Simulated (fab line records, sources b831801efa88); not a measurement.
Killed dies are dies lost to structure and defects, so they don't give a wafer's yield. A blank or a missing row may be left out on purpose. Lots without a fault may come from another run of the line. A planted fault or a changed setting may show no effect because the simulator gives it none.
fab line records | flow sky130
record lots=24 wafers=72 last_day=50
route steps=708 shown LDD_P@262 SD_N@354 LOCAL_INTERCONNECT@388 METAL2@484 VIA2@509 METAL5@663
lots that met no fault: from a run of the same line without faults
start_h: hours from the record's first day to the start of the lot's first wafer shown | wait_h: hours since the lot's step before | " the same as in the row above | L1.1+2: a row that stands for several wafers | - no value, or no start given | * or withheld: withheld | < > ~ a bound
route shown NAME@n: a module of which the file shows steps, and the number in the route of the first | usual: mean/standard deviation of fault-free wafers | same: alike in all rows | chamber/n: place in a boat | sites: the reading at each site | _std_site: their standard deviation | _edge_site: outer sites' mean less inner sites' | radius_mm: how far each site lies from the wafer's centre | mask NAME#n: copy n | behind: the tool/chamber that last shaped the wafer | hold: why the lot was held/for how many hours/how that ended | device: the transistor (n, p or np) that didn't switch | end of line: the same wafers' tests at the end of the route | a step without rows: its recipe alone | killed: dies lost to structure and defects at the first sort, not the wafer's yield | map: a wafer's dies, x killed, . not, _ none there
set.NAME: the setting as run; set.NAME@STEP: as run at that earlier step | model.NAME: the simulator's own value behind a step, which no gauge read
steps of the route over a sample of lots; a table a step, a row a wafer
services: from which hour (start_h, from the record's first day; less than 0 if before it) a tool's chamber was out of use, for how many hours, and why
## steps
# step SKY_LDD_P_CD_MEAS_07
# recipe target_cd_nm=380
# usual cd_nm=379.8/2.7
# columns lot.wafer tool chamber start_h wait_h cd_nm
L074.1 cd_sem-02 - 440.63 0.1 377.4
L074.2 " - " " 379.5
L074.6 " - " " 381.7
L075.1 cd_sem-01 - 442.81 0.1 378.0
L075.2 " - " " 378.9
L075.6 " - " " 379.6
L076.1 cd_sem-02 - 443.11 0.1 384.0
L076.3 " - " " 385.3
L076.5 " - " " 383.9
L078.1 cd_sem-02 - 451.02 0.1 384.8
L078.3 " - " " 380.4
L078.5 " - " " 384.6
L077.2 cd_sem-02 - 453.59 0.1 378.3
L077.4 " - " " 376.5
L077.5 " - " " 377.6
L079.1 cd_sem-01 - 467.50 0.1 380.5
L079.2 " - " " 381.8
L079.3 " - " " 380.6
L080.1 cd_sem-01 - 477.31 0.1 383.3
L080.4 " - " " 380.9
L080.6 " - " " 382.7
L081.2 cd_sem-01 - 488.13 0.1 382.2
L081.4 " - " " 379.4
L081.5 " - " " 379.0
L082.4 cd_sem-01 - 496.48 0.1 380.5
L082.5 " - " " 380.3
L082.6 " - " " 379.3
L083.2 cd_sem-02 - 505.33 0.1 383.1
L083.3 " - " " 381.9
L083.4 " - " " 380.7
L084.1 cd_sem-02 - 513.57 0.1 375.6
L084.4 " - " " 377.6
L084.6 " - " " 374.1
L085.1 cd_sem-02 - 521.57 0.1 381.0
L085.3 " - " " 379.7
L085.6 " - " " 381.5
L086.1 cd_sem-02 - 530.85 0.1 379.9
L086.2 " - " " 378.8
L086.6 " - " " 378.7
L087.1 cd_sem-02 - 539.02 0.1 380.9
L087.5 " - " " 382.3
L087.6 " - " " 381.3
L088.2 cd_sem-01 - 555.47 0.1 374.4
L088.4 " - " " 377.0
L088.5 " - " " 379.0
L089.2 cd_sem-02 - 562.17 0.1 382.2
L089.3 " - " " 377.2
L089.5 " - " " 379.5
L090.4 cd_sem-01 - 572.97 0.1 378.2
L090.5 " - " " 377.5
L090.6 " - " " 375.3
L091.2 cd_sem-02 - 580.44 0.1 379.3
L091.3 " - " " 377.9
L091.6 " - " " 378.5
L092.1 cd_sem-02 - 584.56 0.1 385.6
L092.2 " - " " 384.2
L092.6 " - " " 384.1
L093.1 cd_sem-02 - 596.56 0.1 374.8
L093.4 " - " " 376.9
L093.5 " - " " 376.3
L094.1 cd_sem-01 - 598.11 0.1 376.9
L094.3 " - " " 375.5
L094.6 " - " " 376.1
L095.1 cd_sem-01 - 606.90 0.1 378.2
L095.5 " - " " 378.0
L095.6 " - " " 377.6
L096.2 cd_sem-02 - 619.73 0.1 379.8
L096.4 " - " " 382.3
L096.6 " - " " 379.5
L097.3 cd_sem-01 - 638.55 0.1 381.9
L097.4 " - " " 379.8
L097.5 " - " " 379.7
# step SKY_SD_N_TW_MEAS_12
# usual SD_N_TW=3975/25
# columns lot.wafer tool chamber start_h wait_h SD_N_TW
L074.1 film_metro-03 - 651.76 0.1 3969
L074.2 " - " " 3983
L074.6 " - " " 3956
L075.1 film_metro-01 - 655.23 0.1 3912
L075.2 " - " " 3925
L075.6 " - " " 3936
L076.1 film_metro-01 - 659.41 0.1 3897
L076.3 " - " " 3907
L076.5 " - " " 3920
L078.1 film_metro-03 - 661.81 0.1 4001
L078.3 " - " " 3983
L078.5 " - " " 3980
L077.2 film_metro-02 - 674.22 0.1 3979
L077.4 " - " " 3989
L077.5 " - " " 4007
L079.1 film_metro-02 - 678.17 0.1 3972
L079.2 " - " " 3976
L079.3 " - " " 3997
L080.1 film_metro-02 - 687.96 0.1 3986
L080.4 " - " " 3993
L080.6 " - " " 3999
L081.2 film_metro-03 - 708.34 0.1 3957
L081.4 " - " " 3989
L081.5 " - " " 4001
L082.4 film_metro-03 - 709.79 0.1 3978
L082.5 " - " " 3980
L082.6 " - " " 3976
L083.2 film_metro-02 - 712.84 0.1 3999
L083.3 " - " " 4000
L083.4 " - " " 4016
L084.1 film_metro-02 - 721.57 0.1 3988
L084.4 " - " " 3978
L084.6 " - " " 3979
L085.1 film_metro-02 - 728.66 0.1 3971
L085.3 " - " " 3956
L085.6 " - " " 3946
L086.1 film_metro-03 - 735.57 0.1 3960
L086.2 " - " " 3982
L086.6 " - " " 3989
L087.1 film_metro-02 - 744.88 0.1 3968
L087.5 " - " " 3967
L087.6 " - " " 3972
L088.2 film_metro-02 - 758.18 0.1 3969
L088.4 " - " " 3983
L088.5 " - " " 3959
L089.2 film_metro-01 - 763.84 0.1 4004
L089.3 " - " " 3995
L089.5 " - " " 4003
L090.4 film_metro-02 - 772.01 0.1 3976
L090.5 " - " " 3983
L090.6 " - " " 3974
L091.2 film_metro-02 - 782.94 0.1 3936
L091.3 " - " " 3955
L091.6 " - " " 3945
L092.1 film_metro-03 - 784.51 0.1 3987
L092.2 " - " " 3974
L092.6 " - " " 3970
L093.1 film_metro-01 - 793.72 0.1 3975
L093.4 " - " " 4001
L093.5 " - " " 4004
L094.1 film_metro-01 - 796.28 0.1 3977
L094.3 " - " " 3972
L094.6 " - " " 3955
L095.1 film_metro-02 - 807.78 0.1 3995
L095.5 " - " " 3990
L095.6 " - " " 4004
L096.2 film_metro-02 - 814.67 0.1 3978
L096.4 " - " " 3994
L096.6 " - " " 3999
L097.3 film_metro-03 - 831.68 0.1 3992
L097.4 " - " " 3967
L097.5 " - " " 3992
# step SKY_LOCAL_INTERCONNECT_RS_MEAS_01
# recipe thk_meas_gauge=four-point-probe reads=TiN_of_LOCAL_INTERCONNECT_SPUTTER_00
# usual LOCAL_INTERCONNECT_TIN_RS=14.13/0.16
# columns lot.wafer tool chamber start_h wait_h LOCAL_INTERCONNECT_TIN_RS[ohm/sq]
L074.1 film_metro-04 - 682.81 0.0 14.28
L074.2 " - " " 14.13
L074.6 " - " " 14.16
L075.1 film_metro-04 - 686.04 0.0 13.87
L075.2 " - " " 14.15
L075.6 " - " " 14.10
L076.1 film_metro-04 - 690.26 0.0 14.12
L076.3 " - " " 14.15
L076.5 " - " " 14.13
L078.1 film_metro-02 - 692.04 0.0 14.15
L078.3 " - " " 14.12
L078.5 " - " " 14.05
L077.2 film_metro-04 - 704.93 0.1 14.56
L077.4 " - " " 14.52
L077.5 " - " " 14.54
L079.1 film_metro-03 - 708.82 0.0 14.29
L079.2 " - " " 14.18
L079.3 " - " " 14.24
L080.1 film_metro-03 - 717.85 0.0 14.02
L080.4 " - " " 13.96
L080.6 " - " " 14.05
L081.2 film_metro-03 - 738.58 0.1 14.11
L081.4 " - " " 14.15
L081.5 " - " " 14.13
L082.4 film_metro-02 - 739.45 0.1 13.77
L082.5 " - " " 13.89
L082.6 " - " " 14.00
L083.2 film_metro-02 - 743.06 0.1 14.06
L083.3 " - " " 13.89
L083.4 " - " " 14.08
L084.1 film_metro-03 - 750.49 0.0 14.17
L084.4 " - " " 14.30
L084.6 " - " " 14.31
L085.1 film_metro-02 - 758.40 0.0 14.06
L085.3 " - " " 14.39
L085.6 " - " " 14.28
L086.1 film_metro-04 - 764.77 0.0 14.19
L086.2 " - " " 14.10
L086.6 " - " " 14.25
L087.1 film_metro-03 - 774.74 0.0 14.12
L087.5 " - " " 14.43
L087.6 " - " " 14.27
L088.2 film_metro-02 - 786.57 0.1 13.86
L088.4 " - " " 14.03
L088.5 " - " " 13.88
L089.2 film_metro-04 - 792.53 0.1 14.21
L089.3 " - " " 14.25
L089.5 " - " " 14.18
L090.4 film_metro-03 - 801.25 0.1 13.83
L090.5 " - " " 13.83
L090.6 " - " " 13.85
L091.2 film_metro-02 - 811.57 0.1 14.16
L091.3 " - " " 14.13
L091.6 " - " " 14.35
L092.1 film_metro-04 - 812.89 0.0 14.07
L092.2 " - " " 14.05
L092.6 " - " " 14.16
L093.1 film_metro-02 - 822.49 0.0 14.18
L093.4 " - " " 14.08
L093.5 " - " " 14.19
L094.1 film_metro-04 - 825.64 0.0 14.05
L094.3 " - " " 14.12
L094.6 " - " " 14.09
L095.1 film_metro-02 - 836.26 0.0 13.99
L095.5 " - " " 13.90
L095.6 " - " " 13.95
L096.2 film_metro-03 - 843.18 0.1 13.98
L096.4 " - " " 13.87
L096.6 " - " " 14.04
L097.3 film_metro-03 - 859.59 0.1 14.16
L097.4 " - " " 14.13
L097.5 " - " " 14.17
# step SKY_METAL2_SPUTTER_01
# recipe material=TiN target_thk_nm=20 power_w=6500 time_s=16.7 chamber_pressure_pa=0.4
# usual throttle_valve_pct=30.4/1.5
# columns lot.wafer tool chamber start_h wait_h throttle_valve_pct
L074.1 pvd_sputter-04 - 796.25 0.0 31.0
L074.2 " - " " 30.8
L074.6 " - " " 29.5
L075.1 pvd_sputter-01 - 801.01 0.0 32.4
L075.2 " - " " 29.7
L075.6 " - " " 32.5
L076.1 pvd_sputter-02 - 804.30 0.0 28.8
L076.3 " - " " 30.1
L076.5 " - " " 28.5
L078.1 pvd_sputter-01 - 805.91 0.0 33.1
L078.3 " - " " 29.6
L078.5 " - " " 32.5
L077.2 pvd_sputter-02 - 817.81 0.0 28.6
L077.4 " - " " 30.1
L077.5 " - " " 32.6
L079.1 pvd_sputter-01 - 822.37 0.0 32.4
L079.2 " - " " 29.8
L079.3 " - " " 29.3
L080.1 pvd_sputter-02 - 830.91 0.0 29.4
L080.4 " - " " 32.2
L080.6 " - " " 32.1
L081.2 pvd_sputter-02 - 850.66 0.0 29.8
L081.4 " - " " 28.3
L081.5 " - " " 28.5
L082.4 pvd_sputter-04 - 851.29 0.0 29.6
L082.5 " - " " 31.1
L082.6 " - " " 29.2
L083.2 pvd_sputter-01 - 854.56 0.0 29.2
L083.3 " - " " 32.8
L083.4 " - " " 29.8
L084.1 pvd_sputter-02 - 861.78 0.0 28.6
L084.4 " - " " 29.5
L084.6 " - " " 28.6
L085.1 pvd_sputter-01 - 869.48 0.0 32.5
L085.3 " - " " 29.5
L085.6 " - " " 29.9
L086.1 pvd_sputter-01 - 874.26 0.0 29.7
L086.2 " - " " 32.4
L086.6 " - " " 29.3
L087.1 pvd_sputter-02 - 885.92 0.0 28.5
L087.5 " - " " 28.6
L087.6 " - " " 29.3
L088.2 pvd_sputter-01 - 896.51 0.0 32.4
L088.4 " - " " 29.4
L088.5 " - " " 32.5
L089.2 pvd_sputter-01 - 901.13 0.0 33.0
L089.3 " - " " 29.5
L089.5 " - " " 29.7
L090.4 pvd_sputter-02 - 910.94 0.0 30.1
L090.5 " - " " 29.6
L090.6 " - " " 30.2
L091.2 pvd_sputter-02 - 921.84 0.0 32.0
L091.3 " - " " 30.3
L091.6 " - " " 32.2
L092.1 pvd_sputter-02 - 922.13 0.0 30.0
L092.2 " - " " 28.5
L092.6 " - " " 29.7
L093.1 pvd_sputter-01 - 929.90 0.0 29.7
L093.4 " - " " 32.6
L093.5 " - " " 32.3
L094.1 pvd_sputter-01 - 932.89 0.0 32.9
L094.3 " - " " 32.3
L094.6 " - " " 29.8
L095.1 pvd_sputter-02 - 942.83 0.0 29.2
L095.5 " - " " 32.2
L095.6 " - " " 28.3
L096.2 pvd_sputter-02 - 949.47 0.0 30.1
L096.4 " - " " 32.4
L096.6 " - " " 28.7
L097.3 pvd_sputter-01 - 964.87 0.0 29.9
L097.4 " - " " 32.7
L097.5 " - " " 32.2
# step SKY_VIA2_CMP_02
# recipe material=SiO2 down_force_psi=4 platen_rpm=60 pad_velocity_m_s=0.94248
# usual motor_current_A=12.8/1.2
# columns lot.wafer tool chamber start_h wait_h motor_current_A
L074.1 cmp-02 2 824.32 0.1 12.1
L074.2 " 3 " " 14.2
L074.6 " 2 " " 13.4
L075.1 cmp-02 1 828.03 0.1 13.0
L075.2 " 2 " " 12.3
L075.6 " 1 " " 13.7
L076.3 cmp-02 0 831.70 0.1 13.1
L076.1 " 2 " " 13.3
L076.5 " 3 " " 14.0
L078.3 cmp-01 3 833.91 0.1 11.7
L078.1 " 0 " " 11.0
L078.5 " 2 " " 13.8
L077.4 cmp-01 1 845.87 0.1 12.7
L077.2 " 2 " " 13.4
L077.5 " 0 " " 11.0
L079.2 cmp-01 3 849.39 0.0 12.0
L079.3 " 0 " " 11.2
L079.1 " 1 " " 13.2
L080.4 cmp-01 1 857.80 0.0 13.0
L080.1 " 3 " " 11.8
L080.6 " 2 " " 13.7
L081.4 cmp-02 2 876.87 0.0 13.5
L081.2 " 1 " " 13.2
L081.5 " 3 " " 13.4
L082.4 cmp-01 1 878.15 0.0 12.7
L082.5 " 1 " " 13.2
L082.6 " 2 " " 14.1
L083.2 cmp-02 2 881.44 0.0 14.1
L083.4 " 3 " " 14.0
L083.3 " 0 " " 12.1
L084.1 cmp-01 3 888.59 0.1 11.6
L084.4 " 0 " " 11.2
L084.6 " 0 " " 10.8
L085.1 cmp-01 3 896.54 0.4 11.0
L085.3 " 1 " " 13.1
L085.6 " 2 " " 14.9
L086.1 cmp-01 1 901.52 0.1 12.8
L086.2 " 2 " " 13.4
L086.6 " 2 " " 13.3
L087.1 cmp-01 0 912.39 0.3 11.2
L087.6 " 1 " " 13.4
L087.5 " 2 " " 14.3
L088.4 cmp-02 3 922.21 0.3 14.4
L088.2 " 0 " " 12.2
L088.5 " 1 " " 13.8
L089.2 cmp-01 0 926.97 0.1 11.1
L089.3 " 2 " " 14.3
L089.5 " 0 " " 11.1
L090.4 cmp-01 3 936.41 0.0 11.4
L090.6 " 3 " " 11.3
L090.5 " 0 " " 11.3
L091.3 cmp-01 3 947.14 0.1 12.0
L091.2 " 0 " " 10.6
L091.6 " 3 " " 12.9
L092.1 cmp-02 2 947.52 0.1 13.6
L092.2 " 0 " " 12.4
L092.6 " 2 " " 13.5
L093.4 cmp-01 0 955.44 0.0 11.1
L093.1 " 2 " " 13.9
L093.5 " 1 " " 11.9
L094.1 cmp-01 3 958.02 0.1 11.5
L094.3 " 2 " " 14.6
L094.6 " 3 " " 12.3
L095.1 cmp-02 2 967.97 0.1 12.8
L095.6 " 1 " " 13.1
L095.5 " 2 " " 12.7
L096.4 cmp-01 2 974.63 0.0 14.3
L096.2 " 1 " " 13.2
L096.6 " 3 " " 12.0
L097.4 cmp-02 0 990.08 0.1 12.7
L097.3 " 1 " " 13.5
L097.5 " 3 " " 13.7
# step SKY_METAL5_SPUTTER_02
# recipe material=AlCu target_thk_nm=1150 power_w=10600 time_s=61.2 chamber_pressure_pa=0.4
# usual throttle_valve_pct=30.3/1.2
# columns lot.wafer tool chamber start_h wait_h throttle_valve_pct
L074.1 pvd_sputter-04 - 1007.56 0.0 29.4
L074.2 " - " " 31.1
L074.6 " - " " 29.2
L075.1 pvd_sputter-02 - 1009.50 0.0 29.5
L075.2 " - " " 32.5
L075.6 " - " " 32.2
L076.1 pvd_sputter-04 - 1013.56 0.0 29.1
L076.3 " - " " 30.6
L076.5 " - " " 31.3
L078.1 pvd_sputter-04 - 1015.27 0.0 29.3
L078.3 " - " " 29.1
L078.5 " - " " 29.1
L077.2 pvd_sputter-01 - 1025.76 0.0 29.2
L077.4 " - " " 32.2
L077.5 " - " " 32.5
L079.1 pvd_sputter-04 - 1029.36 0.0 29.1
L079.2 " - " " 31.1
L079.3 " - " " 30.6
L080.1 pvd_sputter-04 - 1037.19 0.0 28.8
L080.4 " - " " 29.1
L080.6 " - " " 31.0
L081.2 pvd_sputter-02 - 1054.19 0.0 30.1
L081.4 " - " " 29.4
L081.5 " - " " 29.7
L082.4 pvd_sputter-04 - 1054.45 0.0 31.1
L082.5 " - " " 29.1
L082.6 " - " " 30.7
L083.2 pvd_sputter-02 - 1055.56 0.0 29.6
L083.3 " - " " 30.2
L083.4 " - " " 28.4
L084.1 pvd_sputter-04 - 1064.91 0.0 29.6
L084.4 " - " " 28.9
L084.6 " - " " 30.4
L085.1 pvd_sputter-04 - 1067.80 0.0 31.3
L085.3 " - " " 29.0
L085.6 " - " " 29.1
L086.1 pvd_sputter-02 - 1074.43 0.0 30.2
L086.2 " - " " 28.5
L086.6 " - " " 29.9
L087.1 pvd_sputter-01 - 1083.96 0.0 29.2
L087.5 " - " " 29.6
L087.6 " - " " 29.4
L088.2 pvd_sputter-04 - 1092.75 0.0 30.8
L088.4 " - " " 31.1
L088.5 " - " " 29.2
L089.2 pvd_sputter-02 - 1094.89 0.0 32.3
L089.3 " - " " 29.3
L089.5 " - " " 32.1
L091.2 pvd_sputter-02 - 1113.28 0.0 32.2
L091.3 " - " " 29.9
L091.6 " - " " 29.3
L090.4 pvd_sputter-04 - 1114.77 0.0 29.0
L090.5 " - " " 31.1
L090.6 " - " " 30.7
L092.1 pvd_sputter-01 - 1114.78 0.0 32.3
L092.2 " - " " 32.6
L092.6 " - " " 29.7
L093.1 pvd_sputter-02 - 1117.80 0.0 29.7
L093.4 " - " " 28.7
L093.5 " - " " 29.7
L094.1 pvd_sputter-01 - 1120.87 0.0 29.6
L094.3 " - " " 32.7
L094.6 " - " " 30.0
L095.1 pvd_sputter-04 - 1129.87 0.0 30.7
L095.5 " - " " 29.1
L095.6 " - " " 30.9
L096.2 pvd_sputter-04 - 1135.60 0.0 30.7
L096.4 " - " " 29.1
L096.6 " - " " 29.4
L097.3 pvd_sputter-01 - 1147.75 0.0 32.1
L097.4 " - " " 29.7
L097.5 " - " " 32.2
## services
# columns tool chamber start_h hours kind
cmp-02 - 774.78 0.4 repair
cmp-01 - 839.32 2.2 repair
cmp-02 - 850.23 11.2 repair
pvd_sputter-02 3 855.94 - consumable_replace:kit
pvd_sputter-02 3 855.94 18.0 scheduled_down
cmp-01 - 861.40 5.5 pm
cmp-02 - 867.10 3.4 pm
pvd_sputter-02 - 889.91 4.1 repair
cmp-02 - 892.11 4.9 pm
cmp-01 - 892.18 2.2 repair
pvd_sputter-04 - 892.50 49.8 repair
pvd_sputter-04 - 897.15 8.2 repair
cmp-02 - 898.58 4.0 repair
pvd_sputter-01 - 906.83 1.0 repair
cmp-02 - 912.04 4.0 pm
pvd_sputter-01 - 918.32 6.4 repair
pvd_sputter-04 - 920.92 6.0 repair
cmp-02 - 984.77 1.3 repair
pvd_sputter-01 - 1005.31 12.8 repair
cmp-02 - 1047.81 0.7 repair
pvd_sputter-02 - 1071.34 1.6 repair
pvd_sputter-04 - 1083.81 2.2 repair
cmp-01 - 1084.43 4.0 pm
cmp-02 - 1127.17 0.7 repair
## key
fault none
